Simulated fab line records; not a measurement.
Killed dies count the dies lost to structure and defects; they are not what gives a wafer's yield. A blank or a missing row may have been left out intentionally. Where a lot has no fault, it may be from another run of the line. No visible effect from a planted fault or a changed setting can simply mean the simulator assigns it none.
A struck lot beside a sound one / flow sky130 / 23 steps out of a route of 708
Sound: these wafers, L700.2, L700.5, L700.6. Wafers L697.2, L697.3, L697.5 were the ones struck. The cause comes at the end.
At each step with rows: each side's tool, then ch and its chambers, then its first start. Under that, the readings that differ: sound wafers / struck wafers / difference of the means / sigmas: that difference in standard deviations of wafers without a fault.
alike: same words and numbers on both sides, and readings whose means sit less than 2 such deviations apart. not compared: any withheld reading, any reading some wafer has no value for, any bound like >300 that may hide the same value, and any number with overlapping values for which the record gives no deviation.
Wherever a step has rows on one side only, a row that says differs or no value, or a row with sigmas, the two part there. When numbers do not overlap yet have no deviation, they are printed without sigmas and do not part them. A reading missing from all wafers of one side parts the sides only when that side holds two or more wafers.

SKY_PASSIVATION_CVD_00: deposits SiO2, target thk 90 nm.
  sound on pecvd-03 ch 0,1, day 48 23:22; struck on pecvd-01 ch 0,2, day 48 06:49
  alike: heaterPowerW, susceptorTempC
SKY_PASSIVATION_THK_MEAS_01:
  sound on filmMetro-04 at day 48 23:25; struck on filmMetro-01 at day 48 06:50
  alike: PASSIVATION_CVD_00_THK
SKY_PASSIVATION_CVD_02: deposits Si3N4, target thk 540 nm.
  sound on pecvd-01 ch 0,2, day 48 23:28; struck on pecvd-02 ch 0,2, day 48 06:53
  alike: heaterPowerW, susceptorTempC
SKY_PASSIVATION_THK_MEAS_03:
  sound on filmMetro-01 at day 48 23:42; struck on filmMetro-03 at day 48 07:08
  alike: PASSIVATION_CVD_02_THK
then, 7 steps without rows for these wafers: SKY_PASSIVATION_DEHYDRATE_04 (time 60 s); SKY_PASSIVATION_HMDS_05 (prime time 60 s); SKY_PASSIVATION_COAT_06 (resist thk 3000 nm); SKY_PASSIVATION_SOFTBAKE_07; SKY_PASSIVATION_EXPOSE_08 (exposes mask NSM, target cd 3000 nm); SKY_PASSIVATION_PEB_09; SKY_PASSIVATION_DEVELOP_10 (develop time 60 s).
SKY_PASSIVATION_ETCH_11: etches the open film in CF4/O2, stops on AlCu, target depth 725 nm, time 161.1 s.
  sound on rieDiel-03 ch 0,2,3, day 49 16:23; struck on rieDiel-03 ch 1,2,3, day 49 01:19
  alike: biasW, chamberPressureMTorr, drypumpMotorCurrentA, oesProductAu, throttleValvePct
  not compared: rfHoursCounterH
SKY_PASSIVATION_STRIP_12: strips in O2/N2.
  sound on plasmaAsher-01 ch 0,1, day 49 16:29; struck on plasmaAsher-02 ch 0,1, day 49 01:26
  no value came back on the struck wafers for any of 6 readings (chamberPressureMTorr (mTorr), drypumpMotorCurrentA (A) and others); on the sound wafers chamberPressureMTorr (mTorr) reads 1498.4 1500.6 1502.8
reading=model.coat_of_PASSIVATION_COAT_06.thkNm (nm); sound=0 0 0; struck=2494 2509 2503; difference=+2502; sigmas=
  not compared: rfHoursCounterH
then, 7 steps without rows for these wafers: SKY_PAD_OPEN_DEHYDRATE_00 (time 60 s); SKY_PAD_OPEN_HMDS_01 (prime time 60 s); SKY_PAD_OPEN_COAT_02 (resist thk 3000 nm); SKY_PAD_OPEN_SOFTBAKE_03; SKY_PAD_OPEN_EXPOSE_04 (exposes mask PDM, target cd 60000 nm); SKY_PAD_OPEN_PEB_05; SKY_PAD_OPEN_DEVELOP_06 (develop time 60 s).
SKY_PAD_OPEN_ETCH_07: etches the open film in CF4/O2, stops on AlCu, target depth 725 nm, time 161.1 s.
  sound on rieDiel-02 ch 0,1,2, day 50 08:25; struck on rieDiel-03 ch 0,2, day 49 19:03
  alike: biasW, chamberPressureMTorr, drypumpMotorCurrentA, oesProductAu, throttleValvePct
  not compared: rfHoursCounterH
SKY_PAD_OPEN_STRIP_08: strips in O2/N2.
  sound on plasmaAsher-03 ch 0,1, day 50 08:32; struck on plasmaAsher-04 ch 0,1, day 49 19:10
reading=drypumpMotorCurrentA (A); sound=6.7 5.9 6.7; struck=5.0 5.3 5.0; difference=-1.3; sigmas=-2
reading=oesProductAu (a.u.); sound=0.663 0.661 0.667; struck=0.695 0.694 0.692; difference=+0.030; sigmas=+7
  alike: chamberPressureMTorr, n2FlowSccm
  not compared: rfHoursCounterH
then, 1 step without rows for these wafers: SKY_PAD_OPEN_STRIP_09 (strips in post etch residue remover, time 1200 s).

WHERE THEY PART
Earliest at SKY_PASSIVATION_STRIP_12; latest, in this record, at SKY_PAD_OPEN_STRIP_08.

WHY: the cause the simulator had injected
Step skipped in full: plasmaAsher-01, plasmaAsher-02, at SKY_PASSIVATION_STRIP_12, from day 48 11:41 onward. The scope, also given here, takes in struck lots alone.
